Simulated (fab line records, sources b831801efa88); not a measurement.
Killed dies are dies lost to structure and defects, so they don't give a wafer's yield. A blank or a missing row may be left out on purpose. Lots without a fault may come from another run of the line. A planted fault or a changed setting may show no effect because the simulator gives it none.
fab line records | flow gf180mcu
record lots=11 wafers=33 last_day=34
route steps=602 shown V1@351 M2@378 V2@383
lots that met no fault: from a run of the same line without faults
start_h: hours from the record's first day to the start of the lot's first wafer shown | wait_h: hours since the lot's step before | " the same as in the row above | L1.1+2: a row that stands for several wafers | - no value, or no start given | * or withheld: withheld | < > ~ a bound
route shown NAME@n: a module of which the file shows steps, and the number in the route of the first | usual: mean/standard deviation of fault-free wafers | same: alike in all rows | chamber/n: place in a boat | sites: the reading at each site | _std_site: their standard deviation | _edge_site: outer sites' mean less inner sites' | radius_mm: how far each site lies from the wafer's centre | mask NAME#n: copy n | behind: the tool/chamber that last shaped the wafer | hold: why the lot was held/for how many hours/how that ended | device: the transistor (n, p or np) that didn't switch | end of line: the same wafers' tests at the end of the route | a step without rows: its recipe alone | killed: dies lost to structure and defects at the first sort, not the wafer's yield | map: a wafer's dies, x killed, . not, _ none there
set.NAME: the setting as run; set.NAME@STEP: as run at that earlier step | model.NAME: the simulator's own value behind a step, which no gauge read
steps of the route over a sample of lots; a table a step, a row a wafer
services: from which hour (start_h, from the record's first day; less than 0 if before it) a tool's chamber was out of use, for how many hours, and why
## steps
# step GF_V1_ETCH_16
# recipe chemistry=N2/H2 target_depth_a=withheld overetch_a=withheld time_s=withheld target=BARC ion_energy_ev=200 source_w=500 bias_w=100 pressure_mtorr=30 n2_flow_sccm=100 h2_flow_sccm=200
# usual drypump_motor_current_A=5.7/0.6 oes_product_au=0.855/0.0048 rf_fwd_power_W=495.2/2.2 throttle_valve_pct=13.224/0.0092
# columns lot.wafer tool chamber start_h wait_h drypump_motor_current_A oes_product_au rf_fwd_power_W throttle_valve_pct
L934.1 rie_diel-01 0 421.86 0.0 5.6 0.849 494.2 13.218
L934.3 " 3 " " 6.4 0.857 491.4 13.227
L934.4 " 1 " " 5.1 0.858 494.0 13.224
L936.3 rie_diel-01 2 439.32 0.0 6.5 0.861 496.1 13.252
L936.4 " 3 " " 6.4 0.858 488.6 13.227
L936.5 " 3 " " 6.4 0.851 489.6 13.215
L939.3 rie_diel-02 0 469.06 0.0 5.8 0.859 495.3 13.238
L939.5 " 2 " " 5.0 0.858 496.5 13.230
L939.6 " 1 " " 5.6 0.854 494.2 13.229
L940.4 rie_diel-03 0 481.07 0.0 6.4 0.859 496.4 13.239
L940.5 " 3 " " 4.7 0.859 494.0 13.223
L940.6 " 0 " " 6.4 0.859 496.2 13.215
L941.1 rie_diel-03 1 485.93 0.0 5.5 0.851 498.3 13.243
L941.2 " 2 " " 5.7 0.851 497.0 13.238
L941.4 " 3 " " 4.7 0.858 494.6 13.225
L947.3 rie_diel-03 0 547.77 0.0 6.4 0.863 497.1 13.219
L947.5 " 2 " " 5.7 0.858 497.0 13.223
L947.6 " 3 " " 4.7 0.856 496.4 13.222
L948.2 rie_diel-01 1 552.86 0.0 5.1 0.846 495.4 13.219
L948.3 " 0 " " 5.6 0.858 498.0 13.234
L948.5 " 3 " " 6.4 0.851 491.0 13.235
L950.2 rie_diel-01 1 561.03 0.0 5.1 0.852 497.4 13.228
L950.5 " 3 " " 6.4 0.859 490.8 13.222
L950.6 " 0 " " 5.6 0.867 497.2 13.223
L953.4 rie_diel-03 3 584.20 0.0 4.7 0.851 494.0 13.224
L953.5 " 2 " " 5.7 0.853 494.7 13.213
L953.6 " 0 " " 6.4 0.856 496.2 13.227
L952.4 rie_diel-01 3 585.20 0.0 6.4 0.860 489.0 13.224
L952.5 " 0 " " 5.6 0.851 497.4 13.230
L952.6 " 1 " " 5.1 0.854 493.8 13.219
L955.1 rie_diel-03 3 598.26 0.0 4.7 0.859 493.5 13.232
L955.2 " 0 " " 6.4 0.858 497.9 13.220
L955.3 " 0 " " 6.4 0.855 497.1 13.229
# step GF_V1_CMP_26
# recipe stop_on=SiO2 down_force_psi=3.5 platen_rpm=60 t_overpolish_s=15 target_thk_nm=0 pad_velocity_m_s=0.94248
# usual motor_current_A=11.2/0.92 overpolish_run_s=15.000/0.0097 time_to_endpoint_s=86/4.5
# columns lot.wafer tool chamber start_h wait_h motor_current_A overpolish_run_s time_to_endpoint_s
L934.4 cmp-01 2 423.04 0.1 10.9 14.991 81
L934.3 " 3 " " 12.5 15.002 77
L934.1 " 0 " " 10.9 15.007 86
L936.3 cmp-01 3 440.47 0.0 11.8 14.989 83
L936.4 " 0 " " 11.8 15.008 90
L936.5 " 0 " " 11.7 15.000 89
L939.3 cmp-01 2 470.24 0.1 11.0 14.998 84
L939.6 " 0 " " 11.8 14.999 92
L939.5 " 1 " " 9.6 14.999 81
L940.4 cmp-02 1 482.13 0.0 10.7 14.999 95
L940.6 " 1 " " 10.4 14.995 88
L940.5 " 2 " " 10.4 15.006 93
L941.4 cmp-01 3 487.08 0.1 11.6 14.994 86
L941.1 " 0 " " 11.9 15.002 89
L941.2 " 1 " " 9.4 14.982 85
L947.3 cmp-01 3 548.96 0.1 11.5 15.004 85
L947.6 " 1 " " 9.7 15.003 83
L947.5 " 2 " " 11.5 15.010 88
L948.2 cmp-02 2 554.07 0.1 10.6 15.013 82
L948.3 " 0 " " 12.5 15.009 82
L948.5 " 1 " " 10.8 15.007 86
L950.2 cmp-01 2 562.24 0.2 10.8 14.995 85
L950.5 " 3 " " 12.0 14.992 83
L950.6 " 0 " " 11.1 14.992 88
L953.4 cmp-02 2 585.31 0.0 10.5 14.996 92
L953.6 " 2 " " 9.9 15.027 91
L953.5 " 3 " " 12.1 14.990 89
L952.4 cmp-01 0 586.37 0.1 11.7 15.009 87
L952.6 " 3 " " 12.4 14.992 82
L952.5 " 0 " " 11.8 14.996 89
L955.3 cmp-01 0 599.47 0.1 11.4 15.000 87
L955.2 " 1 " " 9.8 15.006 75
L955.1 " 2 " " 11.2 14.991 79
# step GF_M2_METAL_ETCH_16
# recipe chemistry=Cl2/BCl3 mask_material=KrF target_depth_nm=627.5 stop_on=SiO2 pressure_mtorr=8 icp_w=800 bias_w=140 Cl2_flow_sccm=80 bcl3_flow_sccm=40 time_s=104.6
# usual drypump_motor_current_A=5.6/0.33 oes_product_au=0.972/0.0067 rf_fwd_power_W=795.7/2.3 throttle_valve_pct=28.250/0.011
# columns lot.wafer tool chamber start_h wait_h drypump_motor_current_A oes_product_au rf_fwd_power_W rf_hours_counter_h throttle_valve_pct
L934.1 rie_metal-02 1 448.18 0.0 5.7 0.964 797.9 8 28.250
L934.3 " 1 " " 5.7 0.964 801.2 - 28.271
L934.4 " 0 " " 6.0 0.969 795.4 - 28.264
L936.3 rie_metal-03 1 465.26 0.1 5.9 0.965 798.8 - 28.246
L936.4 " 0 " " 5.3 0.977 795.0 - 28.249
L936.5 " 1 " " 5.9 0.966 796.6 - 28.265
L939.3 rie_metal-03 0 494.77 0.1 5.3 0.973 794.7 - 28.257
L939.5 " 0 " " 5.3 0.969 797.6 - 28.244
L939.6 " 1 " " 5.9 0.964 794.3 - 28.272
L940.4 rie_metal-04 0 505.82 0.0 5.6 0.960 797.0 - 28.260
L940.5 " 0 " " 5.6 0.965 796.8 - 28.260
L940.6 " 1 " " 5.0 0.969 791.7 - 28.263
L941.1 rie_metal-02 0 511.26 0.0 5.9 0.968 794.6 9 28.264
L941.2 " 1 " " 5.7 0.965 788.1 9 28.272
L941.4 " 1 " " 5.7 0.957 792.7 - 28.257
L947.3 rie_metal-02 0 572.31 0.1 5.9 0.970 924.5 - 28.268
L947.5 " 0 " " 6.0 0.966 923.1 - 28.268
L947.6 " 0 " " 6.0 0.974 921.0 - 28.252
L948.2 rie_metal-02 0 576.91 0.1 6.0 0.986 924.7 - 28.234
L948.3 " 0 " " 6.0 0.985 923.0 - 28.239
L948.5 " 0 " " 6.0 0.983 920.0 - 28.228
L950.2 rie_metal-02 0 584.31 0.1 5.9 0.975 924.3 - 28.245
L950.5 " 0 " " 5.9 0.979 922.4 - 28.253
L950.6 " 0 " " 5.9 0.975 925.0 - 28.238
L953.4 rie_metal-03 1 606.38 0.0 5.9 0.985 794.9 - 28.250
L953.5 " 1 " " 5.9 0.979 799.1 - 28.247
L953.6 " 0 " " 5.3 0.982 792.2 - 28.234
L952.4 rie_metal-04 1 607.85 0.0 5.0 0.974 798.2 - 28.215
L952.5 " 0 " " 5.6 0.972 794.2 - 28.254
L952.6 " 1 " " 5.0 0.980 800.0 - 28.247
L955.1 rie_metal-04 1 620.38 0.0 5.1 0.965 797.5 1 28.261
L955.2 " 0 " " 5.6 0.973 797.6 5 28.244
L955.3 " 0 " " 5.6 0.962 797.5 - 28.273
# step GF_M2_STRIP_17
# recipe chemistry=O2/N2 power_w=1400 pressure_mtorr=1500 platen_temp_c=250 o2_flow_sccm=3000 n2_flow_sccm=300 overash_fraction=0.5
# usual drypump_motor_current_A=5.5/0.31 heater_power_w=315/19 oes_product_au=0.558/0.0047 strip_time_to_endpoint_s=7.88/0.05
# columns lot.wafer tool chamber start_h wait_h drypump_motor_current_A heater_power_w oes_product_au rf_hours_counter_h strip_time_to_endpoint_s
L934.1 plasma_asher-04 0 448.29 0.1 5.5 324 0.556 69 7.90
L934.3 " 0 " " 5.5 326 0.565 - 7.96
L934.4 " 1 " " 5.4 290 0.556 - 7.91
L936.3 plasma_asher-04 1 465.37 0.1 5.4 283 0.561 - 7.91
L936.4 " 0 " " 5.5 320 0.559 - 7.90
L936.5 " 1 " " 5.4 293 0.561 - 7.92
L939.3 plasma_asher-04 0 494.88 0.1 5.5 315 0.555 - 7.90
L939.5 " 0 " " 5.5 318 0.566 - 7.84
L939.6 " 1 " " 5.4 288 0.566 - 7.89
L940.4 plasma_asher-01 1 505.93 0.1 6.1 295 0.558 - 8.01
L940.5 " 0 " " 5.2 318 0.561 - 7.96
L940.6 " 1 " " 6.0 301 0.561 - 7.98
L941.1 plasma_asher-04 0 511.38 0.1 5.5 322 0.554 78 7.88
L941.2 " 1 " " 5.4 287 0.551 78 7.98
L941.4 " 1 " " 5.4 287 0.563 - 7.99
L947.3 plasma_asher-01 1 572.49 0.1 6.1 300 0.548 - 7.45
L947.5 " 1 " " 6.1 299 0.531 - 7.45
L947.6 " 0 " " 5.2 331 0.543 - 7.44
L948.2 plasma_asher-03 1 577.09 0.1 5.7 331 0.545 91 7.43
L948.3 " 1 " " 5.7 326 0.540 - 7.45
L948.5 " 0 " " 5.1 351 0.547 - 7.46
L950.2 plasma_asher-04 1 584.49 0.1 5.4 286 0.546 85 7.51
L950.5 " 1 " " 5.4 287 0.548 - 7.51
L950.6 " 0 " " 5.5 319 0.537 - 7.51
L953.4 plasma_asher-03 1 606.49 0.1 5.7 326 0.560 - 7.89
L953.5 " 0 " " 5.1 348 0.555 - 7.88
L953.6 " 1 " " 5.7 343 0.545 - 7.80
L952.4 plasma_asher-01 1 607.96 0.1 6.1 294 0.556 - 7.81
L952.5 " 0 " " 5.2 328 0.564 - 7.91
L952.6 " 1 " " 6.1 307 0.554 - 7.79
L955.1 plasma_asher-01 1 620.49 0.1 6.1 301 0.561 20 7.91
L955.2 " 0 " " 5.2 315 0.562 20 7.94
L955.3 " 0 " " 5.2 329 0.556 - 7.96
# step GF_V2_THK_MEAS_01
# recipe reads=SiO2_of_V2_CVD_00
# usual V2_CVD_00_THK=601/8.6
# columns lot.wafer tool chamber start_h wait_h V2_CVD_00_THK[nm]
L934.1 film_metro-02 - 448.90 0.0 600
L934.3 " - " " 606
L934.4 " - " " 592
L936.3 film_metro-03 - 465.96 0.1 596
L936.4 " - " " 599
L936.5 " - " " 610
L939.3 film_metro-01 - 495.54 0.1 609
L939.5 " - " " 591
L939.6 " - " " 610
L940.4 film_metro-01 - 506.60 0.1 612
L940.5 " - " " 603
L940.6 " - " " 620
L941.1 film_metro-01 - 511.99 0.0 600
L941.2 " - " " 599
L941.4 " - " " 608
L947.3 film_metro-02 - 573.15 0.1 601
L947.5 " - " " 592
L947.6 " - " " 604
L948.2 film_metro-01 - 577.71 0.0 603
L948.3 " - " " 598
L948.5 " - " " 609
L950.2 film_metro-02 - 585.15 0.1 602
L950.5 " - " " 593
L950.6 " - " " 611
L953.4 film_metro-02 - 607.13 0.1 596
L953.5 " - " " 612
L953.6 " - " " 594
L952.4 film_metro-02 - 608.60 0.1 608
L952.5 " - " " 606
L952.6 " - " " 596
L955.1 film_metro-02 - 621.10 0.0 594
L955.2 " - " " 595
L955.3 " - " " 592
## services
# columns tool chamber start_h hours kind
cmp-01 - 399.80 5.3 pm
cmp-02 - 404.27 4.0 pm
rie_diel-01 1 414.50 7.0 repair
plasma_asher-01 - 421.25 9.0 pm
rie_diel-03 0 426.13 1.9 repair
rie_diel-01 - 485.57 16.4 repair
rie_diel-03 0 486.31 52.2 repair
cmp-02 - 493.99 3.3 repair
cmp-02 - 496.72 1.8 repair
rie_diel-01 3 499.37 4.5 repair
plasma_asher-01 - 506.67 6.7 repair
rie_diel-01 - 519.58 2.8 pm
rie_metal-02 - 540.02 14.6 pm
cmp-02 - 541.03 0.5 repair
rie_diel-03 0 541.59 4.9 repair
plasma_asher-04 - 551.81 9.4 repair
rie_diel-03 1 567.43 4.9 repair
rie_diel-01 1 569.49 3.7 repair
cmp-01 - 572.00 4.0 pm
plasma_asher-04 - 575.97 0.5 repair
rie_diel-03 2 593.03 36.8 repair
rie_metal-04 - 594.44 0.9 repair
rie_diel-01 1 594.67 5.9 repair
cmp-02 - 607.83 5.2 pm
## key
first_sign step=GF_M2_METAL_ETCH_16 reading=rf_fwd_power_W direction=up sigmas=54 usual=795.7 struck=923.1
effect step=GF_M2_STRIP_17 reading=strip_time_to_endpoint_s direction=down sigmas=8.2 usual=* struck=*
met_at GF_M2_METAL_ETCH_16
struck_lots L947,L948,L950
not_acting_at GF_V1_ETCH_16,GF_V1_CMP_26,GF_V2_THK_MEAS_01
onset_between 511.26 572.31
fault kind=process_parameter_drift tool=rie_metal-02 chamber=- onset_h=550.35 steps=GF_M2_METAL_ETCH_16 channel=icp_w offset=128 shape=step end_h=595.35 acts_in=these_recipes_only stated=800
